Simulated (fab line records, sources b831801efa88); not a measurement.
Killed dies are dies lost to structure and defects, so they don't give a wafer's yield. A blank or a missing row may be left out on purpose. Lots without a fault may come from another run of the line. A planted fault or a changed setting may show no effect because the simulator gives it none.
Which tool did it? | flow sky130 | 15 lots, 45 wafers sampled, at 5 steps of a route of 708

WHAT THE GAUGES READ, wafer by wafer
SKY_VT_ADJUST_PCH_TW_MEAS_10.
lot  | measured     | on            | VT_ADJUST_PCH_TW
L170 | day 10 07:42 | film_metro-02 | 143.9 143.0 143.6
L171 | day 10 13:29 | film_metro-01 | 146.9 147.2 147.2
L172 | day 11 08:54 | film_metro-01 | 146.4 146.8 146.8
L174 | day 12 04:49 | film_metro-01 | 145.9 146.0 147.3
L177 | day 12 17:41 | film_metro-02 | 143.5 143.4 142.9
L178 | day 12 22:11 | film_metro-01 | 146.5 146.4 146.5
L179 | day 13 08:07 | film_metro-02 | 144.0 144.0 143.9
L180 | day 13 19:41 | film_metro-01 | 146.9 146.5 146.1
L181 | day 13 21:53 | film_metro-02 | 143.8 143.6 143.7
L188 | day 16 01:29 | film_metro-02 | 144.5 144.7 143.8
L189 | day 16 10:33 | film_metro-02 | 145.6 144.6 144.9
L190 | day 16 19:37 | film_metro-01 | 147.1 147.0 147.0
L191 | day 16 23:08 | film_metro-02 | 144.6 145.2 144.5
L192 | day 17 23:56 | film_metro-02 | 144.0 144.4 143.1
L193 | day 18 02:00 | film_metro-02 | 144.2 144.2 144.5

SKY_SONOS_TUNNEL_OVL_MEAS_08.
lot  | measured     | on         | SONOS_TUNNEL_OVL (nm)
L170 | day 11 06:36 | overlay-02 | 2.8 2.5 3.2
L171 | day 11 12:01 | overlay-02 | -0.9 -0.2 -1.5
L172 | day 12 08:29 | overlay-01 | 2.1 0.8 0.9
L174 | day 13 06:35 | overlay-02 | 0.4 1.0 -0.2
L177 | day 13 19:34 | overlay-01 | -0.2 -0.2 -0.7
L178 | day 13 23:40 | overlay-02 | -0.5 0.2 0.3
L179 | day 14 09:06 | overlay-02 | 0.0 -0.4 -1.1
L180 | day 14 21:19 | overlay-01 | 2.1 1.1 2.5
L181 | day 14 22:58 | overlay-02 | -0.6 -0.9 -0.1
L188 | day 17 05:52 | overlay-02 | 1.1 1.5 -1.0
L189 | day 17 14:20 | overlay-01 | -0.2 -0.6 1.1
L190 | day 18 00:28 | overlay-01 | 1.3 3.1 1.3
L191 | day 18 04:01 | overlay-01 | -3.4 -2.5 -0.7
L192 | day 19 07:13 | overlay-01 | -0.8 -1.9 -0.9
L193 | day 19 08:40 | overlay-02 | -0.7 -1.3 -1.6

SKY_SONOS_ONO_THK_MEAS_05.
lot  | measured     | on            | SONOS_ONO_CVD_04_THK (nm)
L170 | day 11 11:23 | film_metro-01 | 5.59 5.72 5.66
L171 | day 11 19:18 | film_metro-03 | 5.59 5.66 5.60
L172 | day 12 12:56 | film_metro-01 | 5.53 5.46 5.41
L174 | day 13 12:31 | film_metro-01 | 5.66 5.50 5.55
L177 | day 14 04:23 | film_metro-01 | 5.79 5.74 5.71
L178 | day 14 09:55 | film_metro-03 | 5.57 5.58 5.67
L179 | day 14 18:56 | film_metro-03 | 5.83 5.86 5.87
L180 | day 15 09:08 | film_metro-01 | 5.56 5.65 5.64
L181 | day 15 09:08 | film_metro-03 | 5.68 5.71 5.74
L188 | day 17 12:50 | film_metro-03 | 5.85 5.77 5.79
L189 | day 17 19:12 | film_metro-01 | 5.62 5.52 5.56
L190 | day 18 04:46 | film_metro-01 | 5.62 5.67 5.67
L191 | day 18 10:50 | film_metro-03 | 5.69 5.66 5.64
L192 | day 19 13:03 | film_metro-03 | 5.75 5.90 5.75
L193 | day 19 14:17 | film_metro-01 | 5.80 5.68 5.82

SKY_POLY_GATE_THK_MEAS_01.
lot  | measured     | on            | POLY_GATE_CVD_00_THK (nm)
L170 | day 13 21:11 | film_metro-01 | 181.1 181.6 182.3
L171 | day 14 05:29 | film_metro-02 | 177.5 179.8 178.2
L172 | day 15 00:34 | film_metro-02 | 181.3 179.2 179.6
L174 | day 16 00:05 | film_metro-02 | 181.5 179.2 181.0
L177 | day 16 16:30 | film_metro-02 | 179.6 179.7 180.1
L178 | day 16 23:38 | film_metro-02 | 181.9 182.7 180.7
L179 | day 17 06:43 | film_metro-02 | 190.6 191.8 190.9 190.6 191.8 190.9
L180 | day 18 00:52 | film_metro-02 | 188.8 188.3 189.2 188.9 188.5 189.3
L181 | day 18 00:52 | film_metro-01 | 192.2 191.2 192.5 192.2 191.2 192.3
L188 | day 20 08:46 | film_metro-02 | 180.5 178.5 180.2
L189 | day 20 15:38 | film_metro-02 | 178.7 178.4 179.2
L190 | day 20 22:27 | film_metro-01 | 180.6 180.1 181.6
L191 | day 21 04:47 | film_metro-02 | 179.1 177.9 180.2
L192 | day 22 07:18 | film_metro-04 | 179.0 179.6 177.5
L193 | day 22 09:05 | film_metro-04 | 179.0 178.6 179.8

WHICH TOOL RAN EACH LOT (tool, then ch and the chambers of the sampled wafers, then the start)
lot  | SKY_POLY_GATE_CVD_00
L170 | lpcvd-01 ch 0, day 13 19:58
L171 | lpcvd-01 ch 0, day 14 04:16
L172 | lpcvd-01 ch 1, day 14 23:22
L174 | lpcvd-01 ch 1, day 15 22:52
L177 | lpcvd-01 ch 0, day 16 15:18
L178 | lpcvd-01 ch 0, day 16 22:26
L179 | lpcvd-01 ch 1, day 17 05:30
L180 | lpcvd-01 ch 1, day 17 23:39
L181 | lpcvd-01 ch 1, day 17 23:39
L188 | lpcvd-01 ch 0, day 20 07:34
L189 | lpcvd-01 ch 1, day 20 14:25
L190 | lpcvd-01 ch 0, day 20 21:14
L191 | lpcvd-01 ch 1, day 21 03:35
L192 | lpcvd-01 ch 1, day 22 05:29
L193 | lpcvd-01 ch 0, day 22 07:17
- SKY_POLY_GATE_CVD_00: deposits poly-Si, target thk 180 nm, time 720 s.

WHAT THE TOOLS THEMSELVES READ (means of the sampled wafers that have a number; where no wafer has one, the mark that the record gives instead)
SKY_POLY_GATE_CVD_00.
lot  | tool     | spike_tc_centre_C (C) | zone_power_centre_pct (%)
L170 | lpcvd-01 | 619.3                 | 7.4
L171 | lpcvd-01 | 620.5                 | 7.5
L172 | lpcvd-01 | 620.8                 | 8.8
L174 | lpcvd-01 | 621.0                 | 8.7
L177 | lpcvd-01 | 619.8                 | 7.5
L178 | lpcvd-01 | 619.9                 | 7.4
L179 | lpcvd-01 | 621.0                 | 8.8
L180 | lpcvd-01 | 620.6                 | 8.8
L181 | lpcvd-01 | 620.9                 | 8.8
L188 | lpcvd-01 | 620.0                 | 7.5
L189 | lpcvd-01 | 620.5                 | 8.7
L190 | lpcvd-01 | 621.6                 | 7.5
L191 | lpcvd-01 | 620.6                 | 8.7
L192 | lpcvd-01 | 620.4                 | 8.7
L193 | lpcvd-01 | 619.9                 | 7.4

THE ANSWER, worked out from the rows above alone
Rule: what is usual is taken from the lots themselves. Put in order of their means at a reading, lots are off if they are a third of the lots or fewer, leave a main group of 4 or more, and stand apart from it by a gap of 3 or more times the standard deviation of the main group's means; of several such gaps the widest counts. A main group whose means are all the same, to the digits that the tables above print for the reading, isn't used. A lot without any number at a reading at which 4 lots or more have one is off too. The other lots that the step has rows for count as sound. The gauges are gone through in route order, then the tools' own readings, and for those a lot's mean is taken as printed above. The first step at which some lot is off is used, and at that step the reading that is off furthest; a lot without a number counts as furthest.
Off: L179, L180, L181, at SKY_POLY_GATE_THK_MEAS_01 (POLY_GATE_CVD_00_THK). The main group: mean 179.9 nm, standard deviation 1.1.
A tool fits if, at a process step before that reading, it ran every lot that is off, and no sound lot after the first of them. The gauges at SKY_POLY_GATE_THK_MEAS_01 are tried like those tools. None of those tried fits.

WHAT THE SIMULATOR HAD PUT IN
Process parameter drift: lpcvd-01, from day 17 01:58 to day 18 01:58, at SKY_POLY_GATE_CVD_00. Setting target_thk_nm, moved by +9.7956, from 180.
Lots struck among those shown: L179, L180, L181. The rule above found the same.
